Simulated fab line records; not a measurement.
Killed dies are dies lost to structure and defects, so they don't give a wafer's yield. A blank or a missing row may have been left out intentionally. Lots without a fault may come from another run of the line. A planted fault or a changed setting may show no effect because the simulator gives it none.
What tool caused it? | flow sky130 | 12 lots with 36 wafers sampled at 3 steps, on a route of 708 steps

## WHAT EACH GAUGE READ, for each wafer
SKY_LOCAL_INTERCONNECT_RS_MEAS_01: a four-point-probe measurement. Usual: for LOCAL_INTERCONNECT_TIN_RS the level is 14.10 ohm/sq and the standard deviation is 0.15.
lot  | measured     | on            | LOCAL_INTERCONNECT_TIN_RS (ohm/sq)  | flag
L380 | day 29 22:52 | film_metro-04 | 14.10 14.05 14.22                   |
L381 | day 30 21:04 | film_metro-02 | 13.99 13.79 14.07                   |
L383 | day 30 22:43 | film_metro-01 | 14.14 14.15 14.15                   |
L382 | day 31 00:53 | film_metro-01 | 14.31 14.25 14.36                   |
L385 | day 31 11:11 | film_metro-01 | 14.19 14.21 14.01                   |
L387 | day 32 01:17 | film_metro-04 | 14.10 14.78 14.19 14.10 14.77 14.17 |
L390 | day 33 00:16 | film_metro-04 | 14.04 14.68 14.23                   |
L393 | day 34 02:49 | film_metro-02 | 13.91 13.95 14.05                   |
L395 | day 34 19:07 | film_metro-04 | 14.00 13.91 14.13                   |
L399 | day 35 15:53 | film_metro-01 | 14.23 14.07 14.33                   |
L400 | day 35 17:39 | film_metro-01 | 14.26 14.07 14.37                   |
L402 | day 36 01:19 | film_metro-04 | 14.10 14.12 14.17                   |

SKY_LOCAL_INTERCONNECT_THK_MEAS_02: measures by xrf. Usual: for LOCAL_INTERCONNECT_TIN_THK the level is 100.6 nm and the standard deviation is 1.1.
lot  | measured     | on            | LOCAL_INTERCONNECT_TIN_THK (nm) | flag
L380 | day 29 22:59 | film_metro-04 | 101.2 102.0 100.1               |
L381 | day 30 21:11 | film_metro-02 | 102.3 103.1 101.7               |
L383 | day 30 22:50 | film_metro-01 | 100.6 100.0 100.2               |
L382 | day 31 01:00 | film_metro-01 | 98.7 99.5 98.9                  |
L385 | day 31 11:18 | film_metro-01 | 100.4 99.5 101.6                |
L387 | day 32 05:55 | film_metro-04 | 100.8 96.4 100.0                |
L390 | day 33 00:23 | film_metro-04 | 100.6 96.4 99.7 100.8 96.4 99.8 |
L393 | day 34 02:54 | film_metro-02 | 102.9 101.6 101.7               |
L395 | day 34 19:14 | film_metro-04 | 101.0 101.1 99.5                |
L399 | day 35 16:01 | film_metro-01 | 99.5 101.3 99.4                 |
L400 | day 35 17:46 | film_metro-01 | 99.5 101.3 99.3                 |
L402 | day 36 01:24 | film_metro-04 | 100.4 100.2 100.2               |

## WHICH TOOL RAN EACH LOT (tool, then ch and the chambers of the sampled wafers, then the start)
lot  | SKY_LOCAL_INTERCONNECT_SPUTTER_00
L380 | pvd_sputter-03, day 29 22:48
L381 | pvd_sputter-01, day 30 20:59
L383 | pvd_sputter-02, day 30 22:39
L382 | pvd_sputter-02, day 31 00:49
L385 | pvd_sputter-03, day 31 11:07
L387 | pvd_sputter-03, day 32 01:13
L390 | pvd_sputter-03, day 33 00:12
L393 | pvd_sputter-01, day 34 02:41
L395 | pvd_sputter-01, day 34 19:02
L399 | pvd_sputter-02, day 35 15:50
L400 | pvd_sputter-02, day 35 17:35
L402 | pvd_sputter-02, day 36 01:11
- SKY_LOCAL_INTERCONNECT_SPUTTER_00: material TiN, target thk 100 nm, time 83.3 s.

## AS READ BY THE TOOLS THEMSELVES (means over the sampled wafers that have a number; for cases with no such wafer, the mark the record gives instead)
SKY_LOCAL_INTERCONNECT_SPUTTER_00. Usual: chamber_pressure_pa 0.3999 Pa, standard deviation 0.00078; throttle_valve_pct 29.8 %, standard deviation 1.2.
lot  | tool           | chamber_pressure_pa (Pa) | throttle_valve_pct (%) | flag
L380 | pvd_sputter-03 | 0.4007                   | 30.1                   |
L381 | pvd_sputter-01 | 0.3996                   | 31.7                   |
L383 | pvd_sputter-02 | 0.3992                   | 28.7                   |
L382 | pvd_sputter-02 | 0.3999                   | 29.7                   |
L385 | pvd_sputter-03 | 0.3995                   | 30.2                   |
L387 | pvd_sputter-03 | 0.3997                   | 30.3                   |
L390 | pvd_sputter-03 | 0.3992                   | 30.2                   |
L393 | pvd_sputter-01 | 0.4000                   | 30.4                   |
L395 | pvd_sputter-01 | 0.3993                   | 29.8                   |
L399 | pvd_sputter-02 | 0.4002                   | 28.8                   |
L400 | pvd_sputter-02 | 0.3999                   | 29.1                   |
L402 | pvd_sputter-02 | 0.3997                   | 28.3                   |

## THE ANSWER, worked out from the rows above alone
Rule: a lot counts as off when the mean over its wafers that have a number is more than 3 standard deviations away from the usual mean. A lot without any number at a reading at which 4 lots or more have one is off too. Where the step has rows for the other lots, those lots are counted as sound. First the gauges in route order, then the tools' own readings, where a lot's mean is used as printed above. At the first step where some lot is off, the reading lying furthest off is the one used; lots without a number count as furthest.
None of the lots is off at any reading shown; this tells nothing.

## WHAT THE SIMULATOR HAD PUT IN
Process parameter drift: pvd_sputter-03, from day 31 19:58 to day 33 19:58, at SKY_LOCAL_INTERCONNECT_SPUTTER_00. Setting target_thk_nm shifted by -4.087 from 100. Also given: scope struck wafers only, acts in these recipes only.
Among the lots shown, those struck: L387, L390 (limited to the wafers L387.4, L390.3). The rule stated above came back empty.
